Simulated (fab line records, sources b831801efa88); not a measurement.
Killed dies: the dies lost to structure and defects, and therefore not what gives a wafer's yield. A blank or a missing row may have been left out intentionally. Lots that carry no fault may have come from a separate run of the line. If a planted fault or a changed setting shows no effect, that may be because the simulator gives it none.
Problem report, 8D (eight disciplines) form, completed by code | flow sky130 | the parts of the form that need people (team, actions taken, sign-off) are left out

1. WHAT WENT WRONG
Wafers without a fault read 2999.9 rpm, standard deviation 1.6; spin_speed_rpm at SKY_SD_P_COAT_02 reads a mean of 2795.8 rpm on 6 wafers belonging to 2 lots. That is -99 or more standard deviations from the usual mean.
The step: resist thk 1140 nm.
Earliest sighting: wafer L786.3 on litho_track-04 at day 30 00:13. Wafers with a number at this step in the record: 39, from 13 lots. By rule, "out" or "out of limits" means more than 4 standard deviations away from the usual mean. All remaining wafers that have a number are taken as sound.

2. WHAT IT IS; WHAT IT IS NOT
question                    | is                     | is not
which readings at this step | spin_speed_rpm         | -
which lots                  | L786, L787             | L775, L778, L780, L781, L782, L784, L785, L788, L795, L796, L797
which wafers of those lots  | all that have a number | -
read on which tools         | litho_track-04         | litho_track-01
when                        | from day 30 00:13      | up to then (21 sound wafers); but 12 sound wafers of L788, L795, L796, L797 came after

3. SUSPECTS, AND WHAT RULES EACH OUT
Counting: a tool at a process step up to the reading stays a suspect if it ran every lot that is out and no sound lot after the first of them.
- litho_track-04 at SKY_SD_P_COAT_02 (resist thk 1140 nm): ruled out as a lasting fault. Sound lots L796 ran on it after its first lot that is out, L786 (day 30 00:13).
Left after counting: nothing in the record.

4. THE CAUSE (what the simulator had put in)
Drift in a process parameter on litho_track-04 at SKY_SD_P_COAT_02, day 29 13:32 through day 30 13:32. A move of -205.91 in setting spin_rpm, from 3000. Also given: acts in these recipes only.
Counting ruled it out, wrongly.

5. THE CHAIN OF EFFECTS, in route order
Rows list readings where the struck wafers' mean (over those with a number) sits beyond 3 standard deviations from the usual. Only readings for which the record gives a usual standard deviation are gone through. hours: the time from each lot's start at the first step in this table that gives one to its start at this step, as a median over the lots. sigmas: the change in usual standard deviations.
hours | step              | reading                  | usual      | on struck wafers | change | sigmas
0     | SKY_SD_P_COAT_02  | spin_speed_rpm           | 2999.9 rpm | 2795.8           | -204.1 | -99 or more
14    | SKY_SD_P_STRIP_10 | strip_time_to_endpoint_s | 17.49 s    | 18.00            | +0.51  | +12
Here are the process steps it includes:
- SKY_SD_P_COAT_02: resist thk 1140 nm.
- SKY_SD_P_STRIP_10: strips in O2/N2.
Later steps that measure or inspect, where all struck wafers having a row at the step show a number for every such reading and not one has moved that far: SKY_SD_N_CD_MEAS_07, SKY_SD_N_TW_MEAS_12.

6. WHAT WOULD HAVE CAUGHT IT SOONER
In this record no reading fell out of limits until day 30 00:13, 11 hours after the fault had begun at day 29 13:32.
